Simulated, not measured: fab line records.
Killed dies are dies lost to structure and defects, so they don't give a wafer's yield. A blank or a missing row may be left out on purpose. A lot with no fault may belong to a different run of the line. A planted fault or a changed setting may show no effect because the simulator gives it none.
Problem report, 8D (eight disciplines) form, completed by code || flow sky130 || the parts of the form that need people (team, actions taken, sign-off) are left out

## 1. THE ISSUE
At SKY_FIELD_ISO_ETCH_17, bias w averages 156.1 W over 6 wafers from 2 lots, while fault-free wafers read 149.9 W, standard deviation 0.4. That puts it +15 standard deviations away from the usual mean.
The step: etches Si in HBr/Cl2/O2, target depth 342 nm, time 97.7 s.
Seen first at day 4 04:25 on rie si-01, wafer L217.3. The record holds 42 wafers of 14 lots with a number at this step. Rule for "out", or "out of limits": more than 4 standard deviations from the usual mean. The rest of the wafers with a number are treated as sound.

## 2. WHAT IT IS, WHAT IT ISN'T
{"question": "which readings at this step", "is": "bias w", "is not": "oes product au, rf fwd power W, throttle valve pct"}
{"question": "which lots", "is": "L217, L219", "is not": "L208, L209, L210, L212, L222, L223, L226, L227, L228, L229, L230, L231"}
{"question": "which wafers of those lots", "is": "all that have a number", "is not": "-"}
{"question": "read on which tools", "is": "rie si-01", "is not": "rie si-02"}
{"question": "when", "is": "from day 4 04:25", "is not": "up to then (12 sound wafers); but 24 sound wafers of L222, L223, L226, L227, L228, L229, L230, L231 came after"}

## 3. WHAT RULES OUT EACH SUSPECT
Counting: a tool stays on the suspect list if, at a process step up to the reading, it processed all lots that are out and no sound lot following the first of them.
- rie si-01 at SKY_FIELD_ISO_ETCH_17 (etches Si in HBr/Cl2/O2, target depth 342 nm, time 97.7 s): ruled out as a lasting fault. Sound lots L230, L231 ran on it after its first lot that is out, L217 (day 4 04:25).
Left after counting: nothing in the record.

## 4. THE CAUSE (what the simulator had put in)
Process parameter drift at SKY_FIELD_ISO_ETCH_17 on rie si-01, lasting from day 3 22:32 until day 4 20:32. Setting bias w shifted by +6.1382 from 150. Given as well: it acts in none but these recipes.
Counting ruled it out, wrongly.

## 5. THE EFFECT CHAIN, in route order
Rows list readings where the struck wafers' mean (over those with a number) sits beyond 3 standard deviations from the usual. Readings are gone through only where the record gives a usual standard deviation; hours: the median, over the lots, of the time from a lot's start at the first step in this table giving one to that lot's start at this step; sigmas: the change measured in usual standard deviations.
{"hours": 0, "step": "SKY_FIELD_ISO_ETCH_17", "reading": "bias w", "usual": "149.9 W", "on struck wafers": 156.1, "change": "+6.2", "sigmas": "+15"}
Its process steps:
- SKY_FIELD_ISO_ETCH_17: etches Si in HBr/Cl2/O2, target depth 342 nm, time 97.7 s.

## 6. HOW IT WOULD HAVE BEEN CAUGHT EARLIER
In this record no reading fell out of limits until day 4 04:25, 6 hours after the fault had begun at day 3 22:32.
